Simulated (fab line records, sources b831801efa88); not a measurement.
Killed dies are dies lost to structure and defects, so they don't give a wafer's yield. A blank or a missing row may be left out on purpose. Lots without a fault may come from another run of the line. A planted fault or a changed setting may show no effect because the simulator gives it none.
fab line records | flow gf180mcu
record lots=5 wafers=15 last_day=33
route steps=602 shown HV_LDD@228 NSD@235 PSD@248
lots that met no fault: from a run of the same line without faults
start_h: hours from the record's first day to the start of the lot's first wafer shown | wait_h: hours since the lot's step before | " the same as in the row above | L1.1+2: a row that stands for several wafers | - no value, or no start given | * or withheld: withheld | < > ~ a bound
route shown NAME@n: a module of which the file shows steps, and the number in the route of the first | usual: mean/standard deviation of fault-free wafers | same: alike in all rows | chamber/n: place in a boat | sites: the reading at each site | _std_site: their standard deviation | _edge_site: outer sites' mean less inner sites' | radius_mm: how far each site lies from the wafer's centre | mask NAME#n: copy n | behind: the tool/chamber that last shaped the wafer | hold: why the lot was held/for how many hours/how that ended | device: the transistor (n, p or np) that didn't switch | end of line: the same wafers' tests at the end of the route | a step without rows: its recipe alone | killed: dies lost to structure and defects at the first sort, not the wafer's yield | map: a wafer's dies, x killed, . not, _ none there
set.NAME: the setting as run; set.NAME@STEP: as run at that earlier step | model.NAME: the simulator's own value behind a step, which no gauge read
lots at some steps of the route; a table a step, a row a wafer
services: from which hour (start_h, from the record's first day; less than 0 if before it) a tool's chamber was out of use, for how many hours, and why
## steps
# step GF_HV_LDD_RTA_52
# recipe temp_c=1000 time_s=10 ambient=N2
# usual lamp_power_pct=36.3/2.9 wafer_temp_C_max=1004.5/1.8
# columns lot.wafer tool chamber start_h wait_h lamp_power_pct wafer_temp_C_max
L076.2 rtp_anneal-01 0 289.42 0.0 33.2 1006.1
L076.3 " 0 " " 33.2 1005.4
L076.6 " 0 " " 33.1 1005.7
L077.1 rtp_anneal-02 0 295.91 0.0 39.0 1002.8
L077.4 " 0 " " 38.9 1004.2
L077.6 " 0 " " 39.0 1002.7
L078.1 rtp_anneal-02 0 301.94 0.0 38.9 1003.8
L078.3 " 0 " " 39.0 1002.8
L078.6 " 0 " " 39.0 1004.2
L086.1 rtp_anneal-01 0 368.84 0.0 33.2 1008.6
L086.2 " 0 " " 33.1 1006.0
L086.5 " 0 " " 33.1 1005.4
L092.1 rtp_anneal-02 0 415.54 0.0 39.0 1004.0
L092.5 " 0 " " 38.9 1003.9
L092.6 " 0 " " 39.0 1002.8
# step GF_HV_LDD_RS_MEAS_53
# recipe thk_meas_gauge=four-point-probe
# usual HV_LDD_RS=418.4/0.93
# columns lot.wafer tool chamber start_h wait_h HV_LDD_RS[ohm/sq]
L076.2 film_metro-01 - 289.50 0.1 419.8
L076.3 " - " " 418.0
L076.6 " - " " 419.7
L077.1 film_metro-01 - 295.98 0.1 417.5
L077.4 " - " " 417.8
L077.6 " - " " 418.0
L078.1 film_metro-04 - 302.01 0.1 417.2
L078.3 " - " " 418.6
L078.6 " - " " 416.9
L086.1 film_metro-02 - 368.91 0.1 417.7
L086.2 " - " " 417.0
L086.5 " - " " 417.1
L092.1 film_metro-02 - 415.60 0.1 418.5
L092.5 " - " " 419.5
L092.6 " - " " 418.0
# step GF_HV_LDD_CVD_54
# recipe material=SiO2 target_thk_nm=10 precursor=TEOS temp_c=680 time_s=75 pressure_mtorr=400
# usual zone_power_bottom_pct=15.9/0.5 zone_power_lower_pct=11.8/1.3 zone_power_top_pct=21.5/1.8
# columns lot.wafer tool chamber start_h wait_h zone_power_bottom_pct zone_power_lower_pct zone_power_top_pct
L076.2 lpcvd-01 0 289.60 0.1 16.4 13.0 20.1
L076.3 " 0 " " 16.0 13.0 20.4
L076.6 " 0 " " 16.4 12.9 20.4
L077.1 lpcvd-01 1 296.10 0.1 15.8 11.7 22.5
L077.4 " 1 " " 15.9 11.7 22.7
L077.6 " 1 " " 16.0 11.6 22.9
L078.1 lpcvd-02 1 302.13 0.1 15.1 9.3 19.8
L078.3 " 1 " " 15.3 9.4 19.8
L078.6 " 1 " " 15.3 9.2 20.0
L086.1 lpcvd-01 1 369.03 0.1 15.9 11.6 22.3
L086.2 " 1 " " 15.6 11.8 22.8
L086.5 " 1 " " 15.6 11.8 23.0
L092.1 lpcvd-01 0 415.72 0.1 16.6 13.1 20.6
L092.5 " 0 " " 16.7 13.0 20.3
L092.6 " 0 " " 16.4 12.7 20.4
# step GF_HV_LDD_THK_MEAS_55
# recipe reads=SiO2_of_HV_LDD_CVD_54
# usual HV_LDD_CVD_54_THK=10.06/0.14
# columns lot.wafer tool chamber start_h wait_h HV_LDD_CVD_54_THK[nm]
L076.2 film_metro-04 - 290.63 0.0 9.99
L076.3 " - " " 9.82
L076.6 " - " " 9.93
L077.1 film_metro-04 - 297.12 0.0 9.78
L077.4 " - " " 9.86
L077.6 " - " " 9.85
L078.1 film_metro-02 - 303.15 0.0 9.74
L078.3 " - " " 9.82
L078.6 " - " " 9.88
L086.1 film_metro-02 - 370.05 0.0 10.31
L086.2 " - " " 10.33
L086.5 " - " " 10.22
L092.1 film_metro-04 - 416.75 0.0 10.18
L092.5 " - " " 9.98
L092.6 " - " " 10.08
# step GF_HV_LDD_CVD_56
# recipe material=Si3N4 precursor=DCS/NH3 target_thk_nm=90 temp_c=770 time_s=1543 pressure_mtorr=250
# usual zone_power_bottom_pct=19.9/0.54 zone_power_lower_pct=13.8/1.6 zone_power_top_pct=26.5/2.5
# columns lot.wafer tool chamber start_h wait_h zone_power_bottom_pct zone_power_lower_pct zone_power_top_pct
L076.2 lpcvd-02 1 290.68 0.0 19.7 11.9 23.5
L076.3 " 1 " " 19.3 11.7 23.7
L076.6 " 1 " " 19.5 11.6 24.0
L077.1 lpcvd-01 1 297.18 0.1 20.4 14.7 27.4
L077.4 " 1 " " 20.2 15.0 27.1
L077.6 " 1 " " 20.2 14.9 27.1
L078.1 lpcvd-02 1 303.21 0.1 19.4 11.6 23.8
L078.3 " 1 " " 19.6 11.9 24.1
L078.6 " 1 " " 19.8 11.8 23.9
L086.1 lpcvd-01 0 370.11 0.1 20.8 16.6 24.6
L086.2 " 0 " " 20.9 16.9 24.6
L086.5 " 0 " " 20.8 16.4 24.3
L092.1 lpcvd-01 1 416.81 0.1 20.3 14.8 27.4
L092.5 " 1 " " 20.1 14.7 27.3
L092.6 " 1 " " 20.3 14.6 27.0
# step GF_HV_LDD_THK_MEAS_57
# recipe reads=Si3N4_of_HV_LDD_CVD_56
# usual HV_LDD_CVD_56_THK=90.3/0.79
# columns lot.wafer tool chamber start_h wait_h HV_LDD_CVD_56_THK[nm]
L076.2 film_metro-04 - 292.12 0.0 89.1
L076.3 " - " " 90.1
L076.6 " - " " 90.1
L077.1 film_metro-02 - 298.61 0.0 89.3
L077.4 " - " " 90.2
L077.6 " - " " 90.2
L078.1 film_metro-01 - 304.64 0.0 90.3
L078.3 " - " " 89.5
L078.6 " - " " 90.5
L086.1 film_metro-04 - 371.54 0.0 88.7
L086.2 " - " " 88.0
L086.5 " - " " 89.4
L092.1 film_metro-04 - 418.23 0.0 90.9
L092.5 " - " " 90.7
L092.6 " - " " 91.1
# step GF_HV_LDD_ETCHBACK_58
# recipe chemistry=CH3F/O2 target=Si3N4 stop_on=SiO2 source_w=400 bias_w=80 pressure_mtorr=25 ch3f_flow_sccm=40 O2_flow_sccm=30 time_s=100 target_depth_a=900
# usual drypump_motor_current_A=5.9/0.44 oes_product_au=0.844/0.0062 throttle_valve_pct=10.562/0.0098
# columns lot.wafer tool chamber start_h wait_h drypump_motor_current_A oes_product_au rf_hours_counter_h throttle_valve_pct
L076.2 rie_diel-02 0 292.17 0.0 6.4 0.846 80 10.573
L076.3 " 2 " " 6.1 0.845 40 10.567
L076.6 " 1 " " 6.0 0.847 - 10.546
L077.1 rie_diel-03 2 298.67 0.1 5.8 0.841 65 10.553
L077.4 " 0 " " 6.4 0.844 12 10.560
L077.6 " 1 " " 4.8 0.845 - 10.569
L078.1 rie_diel-03 2 304.70 0.1 5.8 0.853 66 10.557
L078.3 " 3 " " 5.5 0.838 10 10.567
L078.6 " 0 " " 6.4 0.844 - 10.562
L086.1 rie_diel-04 2 371.60 0.1 6.0 0.839 93 10.561
L086.2 " 0 " " 6.4 0.828 86 10.571
L086.5 " 3 " " 6.1 0.846 - 10.549
L092.1 rie_diel-03 0 418.29 0.1 6.4 0.836 15 10.568
L092.5 " 1 " " 4.8 0.849 - 10.568
L092.6 " 0 " " 6.5 0.846 - 10.571
# step GF_NSD_DEHYDRATE_00
# recipe temp_c=200 time_s=60
# usual chill_plate_temp_C=22.98/0.094 heater_power_total_W=160.39/0.13 resist_line_temp_C=23.01/0.11
# columns lot.wafer tool chamber start_h wait_h chill_plate_temp_C heater_power_total_W resist_line_temp_C
L076.2 litho_track-03 0 301.45 9.2 22.97 160.55 22.97
L076.3 " 0 " " 23.02 160.34 23.09
L076.6 " 0 " " 22.81 160.32 22.88
L077.1 litho_track-04 0 307.96 9.3 23.00 160.19 23.14
L077.4 " 0 " " 22.97 160.34 22.81
L077.6 " 0 " " 22.90 160.51 23.07
L078.1 litho_track-04 0 313.76 9.0 22.91 160.17 22.99
L078.3 " 0 " " 22.99 160.56 22.99
L078.6 " 0 " " 22.98 160.47 22.93
L086.1 litho_track-03 0 382.62 11.0 22.92 160.51 23.12
L086.2 " 0 " " 22.85 160.27 22.97
L086.5 " 0 " " 22.87 160.51 23.14
L092.1 litho_track-01 0 429.88 11.5 22.92 160.51 23.14
L092.5 " 0 " " 22.95 160.41 23.08
L092.6 " 0 " " 23.11 160.24 23.04
# step GF_NSD_HMDS_01
# recipe prime_time_s=60 prime_temp_c=120
# usual chill_plate_temp_C=23.00/0.099 resist_line_temp_C=23.01/0.12
# columns lot.wafer tool chamber start_h wait_h chill_plate_temp_C resist_line_temp_C
L076.2 litho_track-03 0 301.60 0.1 23.09 22.76
L076.3 " 0 " " 23.03 22.99
L076.6 " 0 " " 22.97 22.95
L077.1 litho_track-04 0 308.11 0.1 23.01 23.04
L077.4 " 0 " " 23.02 23.07
L077.6 " 0 " " 23.08 22.78
L078.1 litho_track-04 0 313.91 0.1 22.79 23.00
L078.3 " 0 " " 22.86 23.06
L078.6 " 0 " " 22.89 23.01
L086.1 litho_track-03 0 382.77 0.1 22.97 22.96
L086.2 " 0 " " 22.88 22.95
L086.5 " 0 " " 23.05 23.15
L092.1 litho_track-01 0 430.03 0.1 22.85 23.05
L092.5 " 0 " " 22.94 23.00
L092.6 " 0 " " 23.04 22.97
# step GF_NSD_COAT_02
# recipe resist=NOVOLAK spin_rpm=3000 resist_thk_nm=1000
# usual chill_plate_temp_C=23.00/0.093 resist_line_temp_C=22.98/0.095
# columns lot.wafer tool chamber start_h wait_h chill_plate_temp_C resist_line_temp_C
L076.2 litho_track-03 0 301.75 0.1 23.02 23.03
L076.3 " 0 " " 23.02 22.95
L076.6 " 0 " " 23.03 23.12
L077.1 litho_track-04 0 308.26 0.1 22.89 22.92
L077.4 " 0 " " 22.96 22.99
L077.6 " 0 " " 23.00 22.91
L078.1 litho_track-04 0 314.06 0.1 23.03 22.88
L078.3 " 0 " " 22.95 22.91
L078.6 " 0 " " 23.11 22.89
L086.1 litho_track-03 0 382.92 0.1 23.10 22.96
L086.2 " 0 " " 22.91 23.17
L086.5 " 0 " " 23.03 22.93
L092.1 litho_track-01 0 430.18 0.1 23.01 23.14
L092.5 " 0 " " 23.14 22.86
L092.6 " 0 " " 22.99 23.01
# step GF_NSD_SOFTBAKE_03
# recipe temp_c=90 time_s=60 resist=NOVOLAK
# usual chill_plate_temp_C=22.98/0.095 heater_power_total_W=56.59/0.04 resist_line_temp_C=23.00/0.1
# columns lot.wafer tool chamber start_h wait_h chill_plate_temp_C heater_power_total_W resist_line_temp_C
L076.2 litho_track-03 0 301.90 0.1 23.18 56.63 23.11
L076.3 " 0 " " 23.07 56.57 23.19
L076.6 " 0 " " 23.01 56.64 22.96
L077.1 litho_track-04 0 308.41 0.1 22.95 56.62 22.99
L077.4 " 0 " " 22.82 56.63 22.86
L077.6 " 0 " " 23.00 56.56 23.00
L078.1 litho_track-04 0 314.21 0.1 22.92 56.61 22.91
L078.3 " 0 " " 22.86 56.58 23.01
L078.6 " 0 " " 22.94 56.59 22.89
L086.1 litho_track-03 0 383.07 0.1 22.91 56.57 22.92
L086.2 " 0 " " 22.97 56.62 23.10
L086.5 " 0 " " 22.94 56.63 23.05
L092.1 litho_track-01 0 430.33 0.1 22.92 56.56 22.98
L092.5 " 0 " " 23.08 56.66 22.88
L092.6 " 0 " " 23.13 56.60 22.87
# step GF_NSD_EXPOSE_04
# recipe mask_id=Nplus target_cd_nm=400 na=0.6 source_shape=conventional sigma_outer=0.6 dose_mj=140
# columns lot.wafer tool chamber start_h wait_h mask
L076.2+3+6 iline_stepper-01 0 - - Nplus#0
L077.1+4+6 iline_stepper-01 0 - - Nplus#0
L078.1+3+6 iline_stepper-02 0 - - Nplus#0
L086.1+2+5 iline_stepper-01 0 - - Nplus#0
L092.1+5+6 iline_stepper-01 0 - - Nplus#0
# step GF_NSD_PEB_05
# recipe temp_c=withheld time_s=* resist=NOVOLAK
# usual chill_plate_temp_C=* resist_line_temp_C=*
# columns lot.wafer tool chamber start_h wait_h chill_plate_temp_C resist_line_temp_C
L076.2 litho_track-04 0 - - * *
L076.3 " 0 " " * *
L076.6 " 0 " " * *
L077.1 litho_track-01 0 - - * *
L077.4 " 0 " " * *
L077.6 " 0 " " * *
L078.1 litho_track-04 0 - - * *
L078.3 " 0 " " * *
L078.6 " 0 " " * *
L086.1 litho_track-04 0 - - * *
L086.2 " 0 " " * *
L086.5 " 0 " " * *
L092.1 litho_track-04 0 - - * *
L092.5 " 0 " " * *
L092.6 " 0 " " * *
# step GF_NSD_DEVELOP_06
# recipe develop_time_s=60 dev_temp_c=23
# usual chill_plate_temp_C=23.01/0.1 resist_line_temp_C=23.01/0.1
# columns lot.wafer tool chamber start_h wait_h chill_plate_temp_C resist_line_temp_C
L076.2 litho_track-04 0 312.04 0.1 23.03 22.90
L076.3 " 0 " " 22.94 22.95
L076.6 " 0 " " 22.88 22.98
L077.1 litho_track-01 0 318.58 0.1 23.10 22.96
L077.4 " 0 " " 23.07 23.11
L077.6 " 0 " " 22.94 23.14
L078.1 litho_track-04 0 324.36 0.1 23.01 23.12
L078.3 " 0 " " 22.94 23.07
L078.6 " 0 " " 22.99 22.97
L086.1 litho_track-04 0 393.71 0.1 23.07 22.72
L086.2 " 0 " " 23.10 22.89
L086.5 " 0 " " 23.06 22.94
L092.1 litho_track-04 0 442.41 0.1 23.03 22.79
L092.5 " 0 " " 22.89 22.91
L092.6 " 0 " " 23.16 23.01
# step GF_NSD_CD_MEAS_07
# recipe target_cd_nm=400
# usual cd_nm=399.1/2
# columns lot.wafer tool chamber start_h wait_h cd_nm
L076.2 cd_sem-02 - 312.18 0.1 399.0
L076.3 " - " " 398.8
L076.6 " - " " 401.6
L077.1 cd_sem-02 - 318.73 0.1 397.4
L077.4 " - " " 397.3
L077.6 " - " " 398.0
L078.1 cd_sem-01 - 324.51 0.1 403.6
L078.3 " - " " 401.8
L078.6 " - " " 400.1
L086.1 cd_sem-01 - 393.86 0.1 399.4
L086.2 " - " " 399.7
L086.5 " - " " 400.5
L092.1 cd_sem-02 - 442.56 0.1 400.4
L092.5 " - " " 400.7
L092.6 " - " " 401.2
# step GF_NSD_OVL_MEAS_08
# usual NSD_OVL=0.6/1.3
# columns lot.wafer tool chamber start_h wait_h NSD_OVL[nm]
L076.2 overlay-01 - 312.29 0.1 -0.4
L076.3 " - " " 1.1
L076.6 " - " " 1.5
L077.1 overlay-02 - 318.85 0.1 0.7
L077.4 " - " " 1.3
L077.6 " - " " 2.8
L078.1 overlay-01 - 324.63 0.1 1.5
L078.3 " - " " -1.5
L078.6 " - " " 0.8
L086.1 overlay-01 - 393.98 0.1 2.7
L086.2 " - " " 1.8
L086.5 " - " " 0.9
L092.1 overlay-02 - 442.68 0.1 0.3
L092.5 " - " " 1.1
L092.6 " - " " -0.4
# step GF_NSD_IMPLANT_09
# recipe species=As energy_kev=60 dose_cm2=4e+15 tilt_deg=7
# columns lot.wafer tool chamber start_h wait_h
L076.2+3+6 implanter-04 0 312.34 0.0
L077.1+4+6 implanter-04 0 318.89 0.0
L078.1+3+6 implanter-02 0 324.67 0.0
L086.1+2+5 implanter-02 0 394.02 0.0
L092.1+5+6 implanter-04 0 442.72 0.0
# step GF_NSD_IMPLANT_10
# recipe species=P energy_kev=40 dose_cm2=5e+14 tilt_deg=7
# columns lot.wafer tool chamber start_h wait_h
L076.2+3+6 implanter-04 0 312.49 0.1
L077.1+4+6 implanter-04 0 319.04 0.1
L078.1+3+6 implanter-02 0 324.82 0.1
L086.1+2+5 implanter-02 0 394.17 0.1
L092.1+5+6 implanter-04 0 442.87 0.1
# step GF_NSD_STRIP_11
# recipe chemistry=O2/N2 power_w=1400 pressure_mtorr=1500 platen_temp_c=250 o2_flow_sccm=3000 n2_flow_sccm=300 overash_fraction=0.5
# usual drypump_motor_current_A=5.5/0.48 heater_power_w=339/57 oes_product_au=0.487/0.005 platen_temp_c=250.00/0.17 strip_time_to_endpoint_s=22.97/0.035
# columns lot.wafer tool chamber start_h wait_h drypump_motor_current_A heater_power_w oes_product_au platen_temp_c rf_hours_counter_h strip_time_to_endpoint_s
L076.2 plasma_asher-02 1 312.62 0.1 5.2 412 0.487 250.02 44 22.99
L076.3 " 1 " " 5.1 418 0.493 250.04 - 22.97
L076.6 " 1 " " 5.1 401 0.479 250.00 - 23.00
L077.1 plasma_asher-02 1 319.19 0.1 5.2 400 0.489 250.20 44 23.00
L077.4 " 0 " " 5.2 320 0.487 250.13 - 22.98
L077.6 " 0 " " 5.2 306 0.497 249.80 - 22.97
L078.1 plasma_asher-02 0 324.97 0.1 5.1 328 0.484 250.13 45 22.97
L078.3 " 1 " " 5.2 405 0.490 250.00 - 22.97
L078.6 " 1 " " 5.1 406 0.494 249.55 - 23.00
L086.1 plasma_asher-02 1 394.32 0.1 5.1 406 0.484 250.15 52 22.94
L086.2 " 0 " " 5.2 317 0.492 249.95 52 22.96
L086.5 " 1 " " 5.1 412 0.492 250.48 - 22.93
L092.1 plasma_asher-03 0 443.02 0.1 5.0 279 0.488 249.96 86 22.96
L092.5 " 1 " " 6.1 282 0.494 249.83 - 22.97
L092.6 " 0 " " 5.0 277 0.489 249.92 - 22.94
# step GF_NSD_TW_MEAS_12
# usual NSD_TW=4278/32
# columns lot.wafer tool chamber start_h wait_h NSD_TW
L076.2 film_metro-03 - 312.73 0.1 4233
L076.3 " - " " 4241
L076.6 " - " " 4262
L077.1 film_metro-02 - 319.29 0.1 4293
L077.4 " - " " 4303
L077.6 " - " " 4273
L078.1 film_metro-02 - 325.07 0.1 4287
L078.3 " - " " 4277
L078.6 " - " " 4258
L086.1 film_metro-02 - 394.42 0.1 4272
L086.2 " - " " 4276
L086.5 " - " " 4283
L092.1 film_metro-02 - 443.12 0.1 4340
L092.5 " - " " 4328
L092.6 " - " " 4342
# step GF_PSD_DEHYDRATE_00
# recipe temp_c=200 time_s=60
# usual chill_plate_temp_C=23.00/0.1 heater_power_total_W=160.38/0.12 resist_line_temp_C=23.00/0.1
# columns lot.wafer tool chamber start_h wait_h chill_plate_temp_C heater_power_total_W resist_line_temp_C
L076.2 litho_track-01 0 322.51 9.8 23.02 160.41 23.21
L076.3 " 0 " " 23.06 160.33 23.00
L076.6 " 0 " " 23.14 160.47 23.03
L077.1 litho_track-02 0 328.90 9.6 22.95 160.55 23.10
L077.4 " 0 " " 23.03 160.40 23.13
L077.6 " 0 " " 23.14 160.24 23.13
L078.1 litho_track-02 0 335.05 10.0 23.01 160.46 22.75
L078.3 " 0 " " 23.02 160.31 23.10
L078.6 " 0 " " 23.08 160.26 23.07
L086.1 litho_track-04 0 405.61 11.2 23.12 160.60 22.93
L086.2 " 0 " " 23.05 160.43 23.06
L086.5 " 0 " " 23.07 160.60 23.05
L092.1 litho_track-01 0 455.03 11.9 22.97 160.15 23.10
L092.5 " 0 " " 22.86 160.37 22.98
L092.6 " 0 " " 22.93 160.55 22.97
# step GF_PSD_HMDS_01
# recipe prime_time_s=60 prime_temp_c=120
# usual chill_plate_temp_C=23.00/0.11 resist_line_temp_C=22.98/0.11
# columns lot.wafer tool chamber start_h wait_h chill_plate_temp_C resist_line_temp_C
L076.2 litho_track-01 0 322.66 0.1 22.85 22.76
L076.3 " 0 " " 22.95 22.72
L076.6 " 0 " " 22.86 22.83
L077.1 litho_track-02 0 329.05 0.1 22.85 23.02
L077.4 " 0 " " 22.99 22.98
L077.6 " 0 " " 23.03 22.96
L078.1 litho_track-02 0 335.20 0.1 23.02 23.09
L078.3 " 0 " " 22.83 23.07
L078.6 " 0 " " 23.07 23.24
L086.1 litho_track-04 0 405.76 0.1 22.93 23.05
L086.2 " 0 " " 22.99 22.96
L086.5 " 0 " " 23.05 23.00
L092.1 litho_track-01 0 455.18 0.1 23.08 22.87
L092.5 " 0 " " 23.00 22.88
L092.6 " 0 " " 23.20 22.99
# step GF_PSD_COAT_02
# recipe resist=NOVOLAK spin_rpm=3000 resist_thk_nm=1000
# usual chill_plate_temp_C=23.01/0.1 resist_line_temp_C=22.99/0.11
# columns lot.wafer tool chamber start_h wait_h chill_plate_temp_C resist_line_temp_C
L076.2 litho_track-01 0 322.81 0.1 23.10 22.81
L076.3 " 0 " " 22.93 23.03
L076.6 " 0 " " 22.90 23.14
L077.1 litho_track-02 0 329.20 0.1 22.91 23.10
L077.4 " 0 " " 23.02 23.01
L077.6 " 0 " " 22.95 23.09
L078.1 litho_track-02 0 335.35 0.1 23.03 22.95
L078.3 " 0 " " 23.05 22.94
L078.6 " 0 " " 22.98 22.93
L086.1 litho_track-04 0 405.91 0.1 22.83 23.07
L086.2 " 0 " " 23.05 22.89
L086.5 " 0 " " 22.82 23.02
L092.1 litho_track-01 0 455.33 0.1 22.99 22.88
L092.5 " 0 " " 23.04 23.02
L092.6 " 0 " " 22.96 22.87
# step GF_PSD_SOFTBAKE_03
# recipe temp_c=90 time_s=60 resist=NOVOLAK
# usual chill_plate_temp_C=23.02/0.11 heater_power_total_W=56.60/0.044 resist_line_temp_C=23.02/0.1
# columns lot.wafer tool chamber start_h wait_h chill_plate_temp_C heater_power_total_W resist_line_temp_C
L076.2 litho_track-01 0 322.96 0.1 23.03 56.61 23.18
L076.3 " 0 " " 23.00 56.51 23.11
L076.6 " 0 " " 22.96 56.54 22.99
L077.1 litho_track-02 0 329.35 0.1 22.89 56.71 23.09
L077.4 " 0 " " 23.07 56.58 23.03
L077.6 " 0 " " 23.04 56.62 23.04
L078.1 litho_track-02 0 335.50 0.1 22.92 56.58 22.94
L078.3 " 0 " " 22.91 56.61 22.85
L078.6 " 0 " " 22.91 56.56 22.93
L086.1 litho_track-04 0 406.06 0.1 23.05 56.60 23.17
L086.2 " 0 " " 23.13 56.59 22.95
L086.5 " 0 " " 23.11 56.53 22.97
L092.1 litho_track-01 0 455.48 0.1 23.07 56.59 22.81
L092.5 " 0 " " 22.94 56.66 22.84
L092.6 " 0 " " 23.06 56.56 22.93
# step GF_PSD_EXPOSE_04
# recipe mask_id=Pplus target_cd_nm=400 na=0.6 source_shape=conventional sigma_outer=0.6 dose_mj=140
# columns lot.wafer tool chamber start_h wait_h mask
L076.2+3+6 iline_stepper-01 0 - - Pplus#0
L077.1+4+6 iline_stepper-02 0 - - Pplus#0
L078.1+3+6 iline_stepper-02 0 - - Pplus#0
L086.1+2+5 iline_stepper-01 0 - - Pplus#0
L092.1+5+6 iline_stepper-01 0 - - Pplus#0
# step GF_PSD_PEB_05
# recipe temp_c=withheld time_s=* resist=NOVOLAK
# usual chill_plate_temp_C=* resist_line_temp_C=*
# columns lot.wafer tool chamber start_h wait_h chill_plate_temp_C resist_line_temp_C
L076.2 litho_track-01 0 - - * *
L076.3 " 0 " " * *
L076.6 " 0 " " * *
L077.1 litho_track-02 0 - - * *
L077.4 " 0 " " * *
L077.6 " 0 " " * *
L078.1 litho_track-04 0 - - * *
L078.3 " 0 " " * *
L078.6 " 0 " " * *
L086.1 litho_track-01 0 - - * *
L086.2 " 0 " " * *
L086.5 " 0 " " * *
L092.1 litho_track-02 0 - - * *
L092.5 " 0 " " * *
L092.6 " 0 " " * *
# step GF_PSD_DEVELOP_06
# recipe develop_time_s=60 dev_temp_c=23
# usual chill_plate_temp_C=22.96/0.11 resist_line_temp_C=23.00/0.095
# columns lot.wafer tool chamber start_h wait_h chill_plate_temp_C resist_line_temp_C
L076.2 litho_track-01 0 333.11 0.1 23.08 23.14
L076.3 " 0 " " 23.01 23.02
L076.6 " 0 " " 23.02 23.02
L077.1 litho_track-02 0 339.74 0.1 23.01 22.96
L077.4 " 0 " " 23.10 22.95
L077.6 " 0 " " 23.12 22.95
L078.1 litho_track-04 0 346.21 0.1 22.90 22.93
L078.3 " 0 " " 22.93 23.00
L078.6 " 0 " " 22.90 22.92
L086.1 litho_track-01 0 417.88 0.1 23.19 22.87
L086.2 " 0 " " 23.06 22.97
L086.5 " 0 " " 22.96 22.89
L092.1 litho_track-02 0 467.49 0.1 22.81 22.84
L092.5 " 0 " " 22.91 22.94
L092.6 " 0 " " 22.69 23.02
# step GF_PSD_CD_MEAS_07
# recipe target_cd_nm=400
# usual cd_nm=399.3/2.3
# columns lot.wafer tool chamber start_h wait_h cd_nm
L076.2 cd_sem-02 - 333.25 0.1 403.2
L076.3 " - " " 402.6
L076.6 " - " " 405.4
L077.1 cd_sem-01 - 339.89 0.1 397.3
L077.4 " - " " 397.6
L077.6 " - " " 399.9
L078.1 cd_sem-02 - 346.36 0.1 397.6
L078.3 " - " " 398.6
L078.6 " - " " 397.0
L086.1 cd_sem-02 - 418.03 0.1 403.4
L086.2 " - " " 402.6
L086.5 " - " " 405.9
L092.1 cd_sem-02 - 467.64 0.1 402.3
L092.5 " - " " 402.2
L092.6 " - " " 400.9
# step GF_PSD_OVL_MEAS_08
# usual PSD_OVL=-0.5/1.2
# columns lot.wafer tool chamber start_h wait_h PSD_OVL[nm]
L076.2 overlay-02 - 333.36 0.1 0.8
L076.3 " - " " 0.7
L076.6 " - " " 0.0
L077.1 overlay-02 - 340.01 0.1 0.1
L077.4 " - " " -0.6
L077.6 " - " " 0.6
L078.1 overlay-02 - 346.48 0.1 0.1
L078.3 " - " " 0.8
L078.6 " - " " -2.7
L086.1 overlay-02 - 418.15 0.1 0.4
L086.2 " - " " -1.8
L086.5 " - " " 0.1
L092.1 overlay-02 - 467.76 0.1 -1.0
L092.5 " - " " -1.7
L092.6 " - " " -1.5
# step GF_PSD_IMPLANT_09
# recipe species=BF2 energy_kev=40 dose_cm2=1.5e+15 tilt_deg=7
# columns lot.wafer tool chamber start_h wait_h
L076.2+3+6 implanter-02 0 333.41 0.0
L077.1+4+6 implanter-02 0 340.05 0.0
L078.1+3+6 implanter-03 0 346.52 0.0
L086.1+2+5 implanter-01 0 418.19 0.0
L092.1+5+6 implanter-03 0 467.80 0.0
# step GF_PSD_STRIP_10
# recipe chemistry=O2/N2 power_w=1400 pressure_mtorr=1500 platen_temp_c=250 o2_flow_sccm=3000 n2_flow_sccm=300 overash_fraction=0.5
# usual drypump_motor_current_A=5.6/0.44 heater_power_w=370/49 oes_product_au=0.592/0.0047 platen_temp_c=250.02/0.18 strip_time_to_endpoint_s=16.54/0.033
# columns lot.wafer tool chamber start_h wait_h drypump_motor_current_A heater_power_w oes_product_au platen_temp_c rf_hours_counter_h strip_time_to_endpoint_s
L076.2 plasma_asher-04 0 333.54 0.1 5.8 433 0.592 249.94 69 16.60
L076.3 " 0 " " 5.8 446 0.593 249.98 - 16.56
L076.6 " 1 " " 6.2 314 0.598 250.43 - 16.58
L077.1 plasma_asher-04 0 340.20 0.1 5.8 446 0.585 250.24 70 16.56
L077.4 " 1 " " 6.1 320 0.592 249.78 - 16.52
L077.6 " 0 " " 5.8 428 0.586 250.19 - 16.56
L078.1 plasma_asher-02 1 346.67 0.1 5.2 424 0.592 249.62 47 16.60
L078.3 " 1 " " 5.2 428 0.585 250.05 - 16.55
L078.6 " 1 " " 5.2 411 0.593 249.77 - 16.60
L086.1 plasma_asher-02 0 418.34 0.1 5.1 318 0.594 249.77 54 16.49
L086.2 " 1 " " 5.2 405 0.590 249.81 54 16.52
L086.5 " 0 " " 5.2 313 0.595 250.02 - 16.49
L092.1 plasma_asher-02 1 467.95 0.1 5.2 408 0.592 250.06 60 16.53
L092.5 " 1 " " 5.1 413 0.594 250.06 - 16.62
L092.6 " 0 " " 5.2 317 0.591 249.99 - 16.64
# step GF_PSD_TW_MEAS_11
# usual PSD_TW=3196/25
# columns lot.wafer tool chamber start_h wait_h PSD_TW
L076.2 film_metro-01 - 333.65 0.1 3223
L076.3 " - " " 3223
L076.6 " - " " 3238
L077.1 film_metro-02 - 340.30 0.1 3236
L077.4 " - " " 3204
L077.6 " - " " 3202
L078.1 film_metro-03 - 346.77 0.1 3176
L078.3 " - " " 3187
L078.6 " - " " 3171
L086.1 film_metro-03 - 418.44 0.1 3179
L086.2 " - " " 3193
L086.5 " - " " 3170
L092.1 film_metro-02 - 468.05 0.1 3241
L092.5 " - " " 3233
L092.6 " - " " 3253
## services
# columns tool chamber start_h hours kind
implanter-04 - 280.14 3.9 repair
implanter-03 - 280.16 5.7 repair
rie_diel-03 - 287.69 0.8 repair
iline_stepper-02 - 301.95 1.7 pm
rie_diel-04 - 317.94 1.0 repair
implanter-03 - 323.56 3.7 pm
rie_diel-02 - 327.22 14.6 pm
implanter-01 - 334.40 3.6 pm
rie_diel-03 2 342.60 18.9 repair
rtp_anneal-02 - 351.16 4.9 pm
iline_stepper-02 - 359.41 6.0 repair
implanter-02 - 361.64 18.2 repair
rie_diel-03 0 362.85 3.9 repair
iline_stepper-02 - 365.41 8.9 pm
implanter-01 - 366.89 11.1 pm
plasma_asher-04 - 376.84 4.5 repair
rie_diel-02 0 385.91 13.5 repair
implanter-04 - 389.20 24.6 pm
implanter-03 - 389.85 1.0 repair
implanter-03 - 399.17 6.4 repair
iline_stepper-02 - 405.04 7.9 repair
plasma_asher-04 - 421.25 9.0 pm
rie_diel-04 - 431.60 0.3 repair
implanter-03 - 464.01 0.7 repair
## key
fault none
